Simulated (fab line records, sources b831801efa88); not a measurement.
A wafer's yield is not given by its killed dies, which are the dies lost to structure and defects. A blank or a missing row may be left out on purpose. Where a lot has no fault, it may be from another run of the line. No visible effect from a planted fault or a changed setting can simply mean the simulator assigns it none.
Which tool did it? ; flow gf180mcu ; 14 lots with 42 wafers sampled at 6 steps, on a route of 602 steps

## WHAT EACH GAUGE READ, for each wafer
GF_NSD_CD_MEAS_07 targets a cd of 400 nm.
lot;measured;on;cd_nm (nm)
L546;day 13 03:29;cd_sem-01;400.3 399.8 400.4
L547;day 13 17:14;cd_sem-01;402.6 401.3 402.0
L549;day 14 06:20;cd_sem-01;402.2 398.7 399.5
L550;day 14 19:30;cd_sem-01;403.6 402.5 402.6
L551;day 15 05:31;cd_sem-02;400.3 399.9 402.2
L552;day 15 11:46;cd_sem-02;401.3 400.6 398.0
L553;day 15 15:37;cd_sem-01;405.2 403.3 402.8
L556;day 16 17:31;cd_sem-02;396.3 397.5 397.5
L557;day 17 01:52;cd_sem-02;403.3 403.9 402.8
L558;day 17 07:37;cd_sem-01;399.3 396.9 397.9
L559;day 18 00:10;cd_sem-02;- - -
L560;day 18 07:10;cd_sem-01;- - -
L562;day 18 14:40;cd_sem-01;395.9 394.7 395.3
L569;day 21 16:57;cd_sem-02;401.2 399.5 401.8

GF_PSD_TW_MEAS_11.
lot;measured;on;PSD_TW
L546;day 14 00:47;film_metro-04;3164 3174 3175
L547;day 14 15:31;film_metro-02;3156 3179 3175
L549;day 15 04:22;film_metro-04;3164 3159 3166
L550;day 15 17:31;film_metro-04;3159 3168 3154
L551;day 16 04:22;film_metro-04;3169 3166 3162
L552;day 16 09:56;film_metro-02;3150 3138 3140
L553;day 16 14:25;film_metro-01;3182 3179 3186
L556;day 17 16:13;film_metro-01;3141 3157 3157
L557;day 18 01:10;film_metro-04;3169 3147 3148
L558;day 18 08:25;film_metro-01;3142 3152 3143
L559;day 19 01:04;film_metro-04;4234 4208 4217
L560;day 19 08:10;film_metro-02;4264 4245 4224
L562;day 19 14:37;film_metro-04;3148 3138 3145
L569;day 22 16:31;film_metro-02;3158 3145 3154

GF_CONTACT_THK_MEAS_03.
lot;measured;on;CONTACT_CVD_02_THK (nm)
L546;day 14 23:27;film_metro-04;845 867 859
L547;day 15 14:49;film_metro-01;849 871 858
L549;day 16 03:58;film_metro-03;847 831 867
L550;day 16 17:48;film_metro-04;851 853 867
L551;day 17 04:27;film_metro-01;848 849 863
L552;day 17 09:41;film_metro-03;879 865 873
L553;day 17 14:01;film_metro-03;852 856 869
L556;day 18 17:23;film_metro-04;840 835 865
L557;day 19 03:12;film_metro-04;850 868 876
L558;day 19 10:13;film_metro-04;868 842 860
L559;day 20 03:38;film_metro-04;848 860 858
L560;day 20 10:24;film_metro-03;854 869 864
L562;day 20 16:20;film_metro-04;846 848 864
L569;day 23 16:32;film_metro-04;870 861 882

GF_M1_CD_MEAS_14 targets a cd of 230 nm.
lot;measured;on;cd_nm (nm)
L546;day 16 21:45;cd_sem-02;229.3 229.8 228.7
L547;day 17 12:34;cd_sem-01;229.2 229.9 228.8
L549;day 18 02:21;cd_sem-01;232.1 231.2 231.3
L550;day 18 17:33;cd_sem-01;228.7 230.5 229.5
L551;day 19 06:09;cd_sem-02;229.5 231.1 231.3
L552;day 19 11:09;cd_sem-01;229.8 228.9 231.0
L553;day 19 15:25;cd_sem-01;229.3 228.2 229.6
L556;day 20 19:07;cd_sem-02;231.3 231.5 231.2
L557;day 21 04:55;cd_sem-02;230.6 231.0 230.3
L558;day 21 11:43;cd_sem-01;229.1 229.5 227.9
L559;day 22 04:19;cd_sem-01;227.1 226.2 227.4
L560;day 22 10:59;cd_sem-02;231.6 232.8 231.8
L562;day 22 16:45;cd_sem-02;230.1 229.5 228.3
L569;day 25 13:45;cd_sem-02;232.1 232.0 231.2

GF_M3_RS_MEAS_05: uses a four-point probe to measure.
lot;measured;on;M3_ALCU_RS (ohm/sq)
L546;day 20 02:40;film_metro-02;0.0692 0.0698 0.0696
L547;day 20 17:34;film_metro-02;0.0689 0.0691 0.0691
L549;day 21 09:04;film_metro-02;0.0702 0.0702 0.0701
L550;day 21 22:48;film_metro-02;0.0704 0.0692 0.0701
L551;day 22 12:25;film_metro-04;0.0685 0.0688 0.0683
L552;day 22 15:32;film_metro-02;0.0700 0.0699 0.0689
L553;day 22 20:08;film_metro-04;0.0689 0.0692 0.0694
L556;day 23 22:09;film_metro-02;0.0696 0.0705 0.0701
L557;day 24 08:25;film_metro-04;0.0694 0.0691 0.0686
L558;day 24 13:40;film_metro-04;0.0700 0.0703 0.0705
L559;day 25 05:15;film_metro-02;0.0691 0.0684 0.0684
L560;day 25 10:50;film_metro-04;0.0695 0.0684 0.0690
L562;day 25 16:32;film_metro-02;0.0691 0.0696 0.0685
L569;day 28 08:49;film_metro-02;0.0693 0.0697 0.0689

## EACH LOT AND THE TOOL THAT RAN IT (in order: tool; ch and the chambers of the sampled wafers; start)
lot;GF_NSD_COAT_02
L546;litho_track-02 ch 0, day 12 17:13
L547;litho_track-02 ch 0, day 13 07:08
L549;litho_track-02 ch 0, day 13 20:04
L550;litho_track-02 ch 0, day 14 08:46
L551;litho_track-04 ch 0, day 14 18:54
L552;litho_track-04 ch 0, day 15 01:11
L553;litho_track-03 ch 0, day 15 04:31
L556;litho_track-02 ch 0, day 16 06:11
L557;litho_track-02 ch 0, day 16 15:02
L558;litho_track-02 ch 0, day 16 20:43
L559;litho_track-04, day 17 12:56
L560;litho_track-02, day 17 19:28
L562;litho_track-03 ch 0, day 18 02:41
L569;litho_track-04 ch 0, day 21 05:12
- GF_NSD_COAT_02: resist thk 1000 nm.

## AS READ BY THE TOOLS THEMSELVES (means over the sampled wafers that have a number; for cases with no such wafer, the mark the record gives instead)
GF_NSD_COAT_02.
lot;tool;chill_plate_temp_C (C);dispense_pressure_kPa (kPa)
L546;litho_track-02;22.96;51.0
L547;litho_track-02;23.02;51.0
L549;litho_track-02;23.01;51.0
L550;litho_track-02;23.00;51.0
L551;litho_track-04;23.03;49.8
L552;litho_track-04;22.90;49.8
L553;litho_track-03;22.90;50.2
L556;litho_track-02;22.95;51.0
L557;litho_track-02;23.03;51.0
L558;litho_track-02;23.04;51.0
L559;litho_track-04;-;-
L560;litho_track-02;-;-
L562;litho_track-03;23.07;50.2
L569;litho_track-04;23.05;49.8

## THE ANSWER, worked out from the rows above alone
Rule: the lots themselves supply what counts as usual. Put in order of their means at a reading, lots are off if they are a third of the lots or fewer, leave a main group of 4 or more, and stand apart from it by a gap of 3 or more times the standard deviation of the main group's means; of several such gaps the widest counts. If all means in a main group match to the digits the tables above print for the reading, that group is not used. A lot without any number at a reading at which 4 lots or more have one is off too. Where the step has rows for the other lots, those lots are counted as sound. Order of review: gauges by route order, followed by the tools' own readings, for which a lot's mean as printed above is used. The first step at which some lot is off is used, and at that step the reading that is off furthest; a lot without a number counts as furthest.
Off: L559, L560 (GF_NSD_CD_MEAS_07, cd_nm). Without a number there: L559, L560. Mean 400.4 nm and standard deviation 2.4 in the main group.
If a tool, at a process step before that reading, ran all the lots that are off and no sound lot after the first of them, it fits. Not tried: the gauges at GF_NSD_CD_MEAS_07; whatever is off there is also off at GF_PSD_TW_MEAS_11, on other tools, and gauge error can't account for it. None of those tried fits.

## WHAT THE SIMULATOR HAD PUT IN
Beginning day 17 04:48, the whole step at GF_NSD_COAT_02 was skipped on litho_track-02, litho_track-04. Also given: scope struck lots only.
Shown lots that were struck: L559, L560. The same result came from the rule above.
